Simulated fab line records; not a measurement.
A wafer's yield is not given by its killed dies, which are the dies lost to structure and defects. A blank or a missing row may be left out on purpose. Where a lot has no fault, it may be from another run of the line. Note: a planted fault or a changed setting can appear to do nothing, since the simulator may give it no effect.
A lot that was struck, set against a sound lot | flow sfq-line | 20 out of 325 route steps
Sound: wafers L697.3, L697.4, L697.5. Struck: wafer L712.3 (left out: L712.5, a lot-mate that was not struck); the cause follows at the end.
For every step that has rows: the tool of each side, followed by ch and its chambers, followed by its first start. Under that, the readings that differ: sound wafers | struck wafers | difference of the means | sigmas: that difference in standard deviations of wafers without a fault.
alike: readings whose means differ by less than 2 such deviations, and words and numbers that are the same on both sides. not compared: withheld readings, readings that some wafer has no value for, bounds like >300 that may hide the same value, and numbers for which the record gives no deviation and whose values overlap.
The two part at a step that has a row with sigmas, a row that says differs or no value, or rows on one side only. Numbers that don't overlap but have no deviation are shown without sigmas and don't part them. A reading that every wafer of one side lacks parts them only if that side has two wafers or more.

first, 3 steps without rows for these wafers: SFQ_TRILAYER_C5_LITHO_EXPOSE_152 (exposes mask C5, target cd 500 nm); SFQ_TRILAYER_C5_LITHO_PEB_154 (peb time 60 s); SFQ_TRILAYER_C5_LITHO_DEVELOP_153 (time 60 s).
SFQ_C5_OVL_MEAS_937:
  struck on overlay-02, day 74 13:59; sound on overlay-02, day 70 02:53
  alike: C5_OVL
SFQ_TRILAYER_C5_BARC_OPEN_VIA_ETCH_210: etches BARC in O2, target depth 125 nm, time 41.7 s.
  sound on rie-diel-01 ch 1,2, day 70 02:54; struck on rie-diel-03 ch 0, day 74 14:00
  reading                     | sound       | struck | difference | sigmas
  drypump-motor-current-A (A) | 4.8 5.2 5.2 | 6.2    | +1.1       | +3
  alike: oes-product-au
  not compared: rf-hours-counter-h
SFQ_TRILAYER_C5_ETCH_VIA_ETCH_154: etches SiO2 in CHF3, stops on Nb, target depth 84 nm.
  sound on rie-diel-01 ch 1,2, day 70 02:56; struck on rie-diel-03 ch 0, day 74 14:02
  reading                     | sound       | struck | difference | sigmas
  drypump-motor-current-A (A) | 4.8 5.2 5.2 | 6.2    | +1.1       | +3
  alike: oes-product-au
SFQ_TRILAYER_C5_STRIP_STRIP_155: strips in O2.
  sound on rie-metal-02 ch 0,1, day 70 03:11; struck on rie-metal-02 ch 1, day 74 14:17
  alike: drypump-motor-current-A, oes-product-au, platen-temp-c
  not compared: rf-hours-counter-h
then, 2 steps without rows for these wafers: SFQ_TRILAYER_C5_STRIP_SOLV_CLEAN_156 (cleans in NMP, time 600 s); SFQ_TRILAYER_M6_DEP_PRE_CLEAN_158 (time 22.5 s).
SFQ_TRILAYER_M6_DEP_SPUTTER_157: material Nb, target thk 200 nm, time 133.3 s.
  struck on pvd-sputter-05, day 74 14:54; sound on pvd-sputter-06, day 70 03:48
  alike: throttle-valve-pct
SFQ_M6_RS_MEAS_938: uses a four-point probe to measure.
  struck on film-metro-04, day 74 15:02; sound on film-metro-01, day 70 03:56
  alike: M6_NB_RS
SFQ_TRILAYER_M6_LITHO_COAT_164: resist thk 62 nm.
  sound on litho-track-01 ch 0, day 70 04:10; struck on litho-track-04 ch 0, day 74 15:16
  reading                                              | sound             | struck | difference | sigmas
  model.BARC_of_TRILAYER_M6_LITHO_COAT_164.thk-nm (nm) | 62.07 62.19 61.95 | 58.83  | -3.24      |
then, 5 steps without rows for these wafers: SFQ_TRILAYER_M6_LITHO_COAT_159 (resist thk 600 nm); SFQ_TRILAYER_M6_LITHO_SOFTBAKE_163; SFQ_TRILAYER_M6_LITHO_EXPOSE_160 (exposes mask M6, target cd 500 nm); SFQ_TRILAYER_M6_LITHO_PEB_162 (peb time 60 s); SFQ_TRILAYER_M6_LITHO_DEVELOP_161 (time 60 s).
-- the record jumps here: 4 days lie between the struck wafers' starts before and after --
SFQ_M6_OVL_MEAS_940:
  struck on overlay-02, day 78 10:59; sound on overlay-02, day 74 17:35
  alike: M6_OVL
SFQ_TRILAYER_M6_BARC_OPEN_METAL_ETCH_206: etches BARC in O2, target depth 125 nm, time 41.7 s.
  sound on rie-metal-03 ch 0,1, day 74 17:37; struck on rie-metal-02 ch 0, day 78 11:02
  reading                  | sound             | struck | difference | sigmas
  oes-product-au (a.u.)    | 0.685 0.684 0.689 | 0.673  | -0.013     | -3
  model.etch.depth-nm (nm) | 62.07 62.19 61.95 | 58.83  | -3.24      |
  alike: drypump-motor-current-A
  not compared: rf-hours-counter-h
SFQ_TRILAYER_M6_ETCH_METAL_ETCH_162: etches Nb in Cl2/Ar, stops on SiO2, target depth 240 nm, time 120 s.
  sound on rie-metal-03 ch 0,1, day 74 17:43; struck on rie-metal-02 ch 0, day 78 11:07
  alike: drypump-motor-current-A, oes-product-au
  not compared: rf-hours-counter-h

WHERE THEY PART
At SFQ_TRILAYER_C5_BARC_OPEN_VIA_ETCH_210 first; at SFQ_TRILAYER_M6_BARC_OPEN_METAL_ETCH_206 last (within this record only). Later steps at which nothing parts them and some readings are alike: SFQ_TRILAYER_M6_ETCH_METAL_ETCH_162.

WHY: the cause the simulator had injected
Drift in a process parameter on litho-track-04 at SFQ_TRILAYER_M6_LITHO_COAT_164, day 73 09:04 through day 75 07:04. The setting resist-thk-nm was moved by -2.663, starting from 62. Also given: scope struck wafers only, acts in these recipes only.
